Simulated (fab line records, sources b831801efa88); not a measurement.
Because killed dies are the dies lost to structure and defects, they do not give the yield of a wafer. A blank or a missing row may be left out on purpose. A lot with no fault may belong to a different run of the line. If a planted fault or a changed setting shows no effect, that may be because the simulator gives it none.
Chamber matching | flow sky130 | 4 sister chambers for SKY_METAL3_ETCH_17 on rie_diel-02
The step etches SiO2 in C4F8/O2/Ar, stops on TiN, time 3.9 s, target depth 15 nm. 7 wafers are shown with their chamber, then 7 later ones without.

== WAFERS WITH THEIR CHAMBER ==
wafer  | chamber | bias_w (W) | oes_product_au (a.u.)
L715.5 | 1       | 1204       | 0.744
L716.1 | 1       | 1201       | 0.755
L725.4 | 2       | 1198       | 0.754
L725.5 | 0       | 1199       | 0.760
L725.6 | 3       | 1204       | 0.759
L727.2 | 0       | 1203       | 0.743
L727.3 | 2       | 1203       | 0.756

== WAFERS WITH NO CHAMBER GIVEN ==
wafer  | bias_w (W) | oes_product_au (a.u.)
L727.5 | 1208       | 0.754
L730.3 | 1202       | 0.751
L730.4 | 1197       | 0.756
L730.5 | 1202       | 0.764
L732.1 | 1203       | 0.746
L732.2 | 1200       | 0.761
L732.4 | 1204       | 0.751

== THE CHAMBER EACH PASSED THROUGH ==
wafer  | from the rows above               | in truth
L727.5 | can't be placed: 3 or 1 or 0 or 2 | 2
L730.3 | can't be placed: 1 or 0 or 2 or 3 | 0
L730.4 | can't be placed: 2 or 0 or 1 or 3 | 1
L730.5 | can't be placed: 3 or 2 or 0 or 1 | 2
L732.1 | can't be placed: 1 or 0 or 2 or 3 | 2
L732.2 | can't be placed: 2 or 0 or 3 or 1 | 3
L732.4 | can't be placed: 1 or 3 or 0 or 2 | 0
Correct placement for 0 of the 7. From these rows, 7 cannot be placed; in 7 the true chamber is one of the candidates. 0 placed wrongly.
How it was worked out, from the rows above alone: a wafer's distance from a chamber is the root of the sum, over the readings, of the square of ((its reading less the chamber's mean) divided by the reading's scatter). The wafer belongs to the nearest chamber; if the next one is less than 2 further off, it can't be placed. For every chamber, the mean is computed from those of its wafers that are shown. The scatter: the root of (the sum of the squares of (reading less its chamber's mean) over the shown wafers, divided by (wafers less chambers)).
